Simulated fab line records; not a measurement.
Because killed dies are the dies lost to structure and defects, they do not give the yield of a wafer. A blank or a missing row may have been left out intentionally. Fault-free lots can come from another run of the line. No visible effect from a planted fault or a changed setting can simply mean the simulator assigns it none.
Comparing a struck lot with a sound one / flow sky130 / 18 steps out of a route of 708
Sound: these wafers, L964.1, L964.2, L964.3. The struck wafers were L980.2, L980.3, L980.6. The cause is given at the end.
For every step that has rows: the tool of each side, followed by ch and its chambers, followed by its first start. Under that, the readings that differ: sound wafers / struck wafers / difference of the means / sigmas: that difference in standard deviations of wafers without a fault.
alike: a reading whose means differ by less than 2 such deviations, as well as words and numbers matching on both sides. not compared: withheld readings; readings where some wafer has no value; bounds like >300 that might hide an equal value; numbers whose values overlap and for which the record gives no deviation.
The two part at a step that has a row with sigmas, a row that says differs or no value, or rows on one side only. Numbers that have no deviation but don't overlap get no sigmas and don't part them. A reading that every wafer of one side lacks parts them only if that side has two wafers or more.

first, 3 steps without rows for these wafers: SKY_SONOS_ONO_WET_ETCH_18 (etches Si3N4 in H3PO4, target depth 15 nm, time 172 s); SKY_GATE_OXIDE_CLEAN_00 (cleans in SC1/SC2, time 150 s); SKY_GATE_OXIDE_OXIDATION_01 (stabilise 600 s, purge 300 s, target thk 10.268 nm).
SKY_GATE_OXIDE_THK_MEAS_02:
  sound on film_metro-02 at day 14 23:29; struck on film_metro-02 at day 20 16:26
reading=GATE_OXIDE_OXIDATION_00_THK (nm); sound=10.38 10.35 10.42; struck=9.92 10.21 9.87; difference=-0.38; sigmas=-2
then, 7 steps without rows for these wafers: SKY_GATE_OXIDE_DEHYDRATE_03 (time 60 s); SKY_GATE_OXIDE_HMDS_04 (prime time 60 s); SKY_GATE_OXIDE_COAT_05 (resist thk 1140 nm); SKY_GATE_OXIDE_SOFTBAKE_06 (time 60 s); SKY_GATE_OXIDE_EXPOSE_07 (exposes mask LVOM, target cd 600 nm); SKY_GATE_OXIDE_PEB_08; SKY_GATE_OXIDE_DEVELOP_09 (develop time 60 s).
SKY_GATE_OXIDE_OVL_MEAS_10:
  sound on overlay-02 at day 16 02:52; struck on overlay-02 at day 21 22:43
  alike: GATE_OXIDE_OVL
SKY_GATE_OXIDE_IMPLANT_11:
  sound on implanter-01 ch 0, day 16 02:55; struck on implanter-01 ch 0, day 21 22:46
reading=dose_ions_cm2; sound=2.5986e+12 2.601e+12 2.6015e+12; struck=2.7768e+12 2.7694e+12 2.7747e+12; difference=+1.7327e+11; sigmas=+64
reading=faraday_current_uA; sound=14.75 14.84 14.60; struck=15.73 15.31 15.55; difference=+0.80; sigmas=+3
then, 1 step without rows for these wafers: SKY_GATE_OXIDE_WET_ETCH_12 (etches SiO2 in dHF, target depth 16.8 nm, time 336 s).
SKY_GATE_OXIDE_STRIP_13: strips in O2/N2.
  sound on plasma_asher-03 ch 0,1, day 16 03:10; struck on plasma_asher-01 ch 0,1, day 21 23:00
  alike: drypump_motor_current_A, n2_flow_sccm, oes_product_au, strip_time_to_endpoint_s
  not compared: rf_hours_counter_h
SKY_GATE_OXIDE_TW_MEAS_14:
  sound on film_metro-04 at day 16 03:16; struck on film_metro-01 at day 21 23:07
reading=GATE_OXIDE_TW; sound=224.7 225.2 224.0; struck=228.8 230.5 230.3; difference=+5.2; sigmas=+4
then, 1 step without rows for these wafers: SKY_GATE_OXIDE_CLEAN_15 (cleans in SC1/SC2, time 150 s).
-- record jumps: 29 days separate the struck wafers' starts on either side; left off in module GATE_OXIDE, taken up again in module PAD_OPEN, whose first shown step is the route's number 708 --
SKY_PAD_OPEN_PROBE_99:
  sound on prober-01 at day 47 07:15; struck on prober-01 at day 50 20:42
reading=model.etest.pfet_01v8_lvt.drive_ua_um; sound=171.3 176.8 170.2; struck=180.9 180.2 183.5; difference=+8.8; sigmas=
reading=model.etest.pfet_01v8_lvt.off_log10_a_um; sound=-9.08 -9.006 -9.161; struck=-8.473 -8.364 -8.429; difference=+0.660; sigmas=
reading=model.etest.pfet_01v8_lvt.vt_sat_v (V); sound=-0.4663 -0.4596 -0.4725; struck=-0.3936 -0.4018 -0.3892; difference=+0.0713; sigmas=
reading=model.etest.pfet_01v8_lvt.vt_v (V); sound=-0.5523 -0.552 -0.5582; struck=-0.4848 -0.4891 -0.4795; difference=+0.0697; sigmas=
reading=model.etest.pfet_01v8_lvt.vt_long_v (V); sound=-0.669 -0.6671 -0.6706; struck=-0.6035 -0.6071 -0.5985; difference=+0.0659; sigmas=
reading=model.etest.pfet_01v8_mvt.vt_sat_v (V); sound=-0.5773 -0.5634 -0.5838; struck=-0.5007 -0.5108 -0.4931; difference=+0.0733; sigmas=
reading=model.etest.pfet_01v8_mvt.vt_v (V); sound=-0.663 -0.6552 -0.6679; struck=-0.5906 -0.6007 -0.5804; difference=+0.0715; sigmas=
reading=model.etest.pfet_01v8_mvt.vt_long_v (V); sound=-0.8632 -0.8583 -0.8703; struck=-0.7998 -0.8084 -0.7942; difference=+0.0631; sigmas=
  alike: killed_at_M0_to_M3, killed_at_M4_up, killed_at_contacts, killed_at_front_end, killed_at_other, killed_dies, killed_on_rim, killed_open, killed_short

## WHERE THEY PART
First at SKY_GATE_OXIDE_THK_MEAS_02; last, within this record, at SKY_GATE_OXIDE_TW_MEAS_14. Later steps at which nothing parts them and some readings are alike: SKY_PAD_OPEN_PROBE_99.

WHY: the cause the simulator had injected
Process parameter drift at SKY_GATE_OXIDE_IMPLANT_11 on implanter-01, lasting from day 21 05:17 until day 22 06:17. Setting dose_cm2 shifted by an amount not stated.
